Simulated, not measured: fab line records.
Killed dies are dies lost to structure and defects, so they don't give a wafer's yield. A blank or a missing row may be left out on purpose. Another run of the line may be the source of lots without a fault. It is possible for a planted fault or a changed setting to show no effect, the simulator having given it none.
Code-filled problem report in 8D (eight disciplines) form / flow sky130 / the parts of the form that need people (team, actions taken, sign-off) are left out

== 1. THE PROBLEM ==
VIA1_HDPCVD_THK at SKY_VIA1_THK_MEAS_01 reads a mean of 515 nm on 1 wafer of 1 lot; wafers without a fault read 1038 nm with a standard deviation of 10. Measured from the usual mean, that is -52 standard deviations.
Earliest sighting: wafer L342.4 on film metro-04 at day 38 04:54. Wafers with a number at this step in the record: 36, from 12 lots. The rule behind "out" and "out of limits": a value lying over 4 standard deviations away from the usual mean. The rest of the wafers with a number are treated as sound.

== 2. WHAT IT IS, AND WHAT IT ISN'T ==
question=which readings at this step | is=VIA1_HDPCVD_THK | is not=-
question=which lots | is=L342 | is not=L325, L328, L329, L330, L331, L332, L333, L334, L335, L341, L346
question=which wafers of those lots | is=L342.4 | is not=L342.5, L342.6
question=read on which gauges | is=film metro-04 | is not=film metro-01, film metro-03
question=when | is=from day 38 04:54 | is not=up to then (32 sound wafers); but 3 sound wafers of L346 came after

== 3. SUSPECTS, AND WHAT RULES EACH OUT ==
Counting: if a tool at a process step up to the reading ran every lot that is out, it stays a suspect. Sound lots after the first of them don't rule it out here, since some wafers of a struck lot are sound.
- the gauge at SKY_VIA1_THK_MEAS_01: ruled out. All the wafers that are out were read on film metro-04, but those of them that SKY_VIA1_HDPCVD_00 has rows for are out there too, on other tools.
- rie diel-03 at SKY_CONTACT_ETCH_17 (etches SiO2 in C4F8/O2/Ar, stops on Si3N4, target depth 340 nm): kept. The lot that is out, L342, ran on it at day 37 00:28; the last sound lot it ran before that was L335, at day 35 00:25.
- plasma asher-02 at SKY_CONTACT_STRIP_19 (strips in O2/N2): kept. The lot that is out, L342, ran on it at day 37 00:35; the last sound lot it ran before that was L332, at day 34 03:52.
- hdpcvd-02 at SKY_VIA1_HDPCVD_00 (deposits SiO2, target thk 1030 nm, time 171.7 s): kept. The lot that is out, L342, ran on it at day 38 04:49; the last sound lot it ran before that was L341, at day 38 01:10. Its own readings are out on those wafers: sih4 flow sccm.
- Within rie diel-03 at SKY_CONTACT_ETCH_17: the wafers that are out ran in chamber 0; their sound lot-mates ran in chambers 1, 2.
- Within hdpcvd-02 at SKY_VIA1_HDPCVD_00: the wafers that are out ran in chamber 0; their sound lot-mates ran in chambers 1, 2.
Still standing after the count: rie diel-03 at SKY_CONTACT_ETCH_17, plasma asher-02 at SKY_CONTACT_STRIP_19, hdpcvd-02 at SKY_VIA1_HDPCVD_00.

== 4. THE CAUSE (what the simulator had put in) ==
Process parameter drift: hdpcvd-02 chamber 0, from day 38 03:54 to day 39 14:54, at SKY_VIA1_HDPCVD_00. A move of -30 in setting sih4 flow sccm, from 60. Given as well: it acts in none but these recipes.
Counting left 3 suspects, and this tool is among them.

== 5. THE EFFECT CHAIN, in route order ==
Each row: a reading whose mean over the struck wafers that have a number lies more than 3 standard deviations from the usual. Only readings for which the record gives a usual standard deviation are gone through. hours: the time from each lot's start at the first step in this table that gives one to its start at this step, as a median over the lots. sigmas: the change in usual standard deviations.
hours=0; step=SKY_VIA1_HDPCVD_00; reading=sih4 flow sccm; usual=60.01 sccm; on struck wafers=29.85; change=-30.16; sigmas=-99 or more
hours=0; step=SKY_VIA1_THK_MEAS_01; reading=VIA1_HDPCVD_THK; usual=1038 nm; on struck wafers=515; change=-523; sigmas=-52
Process steps it contains:
- SKY_VIA1_HDPCVD_00: deposits SiO2, target thk 1030 nm, time 171.7 s.
Later steps that measure or inspect, where all struck wafers having a row at the step show a number for every such reading and not one has moved that far: SKY_VIA1_OVL_MEAS_13.

== 6. HOW IT WOULD HAVE BEEN CAUGHT EARLIER ==
In this record the first reading out of limits at a measuring or inspecting step was taken at day 38 04:54, 1 hour after the fault began at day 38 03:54.
The tool's own readings at SKY_VIA1_HDPCVD_00 were out on every struck wafer that the step has a row for (sih4 flow sccm): an alarm limit on them would have fired on the first of those.
By day 38 04:54 the whole set of lots that are out, 1 in number, had already begun SKY_VIA1_HDPCVD_00 on hdpcvd-02. Had the tool been put on hold then, not one of them would have been saved.
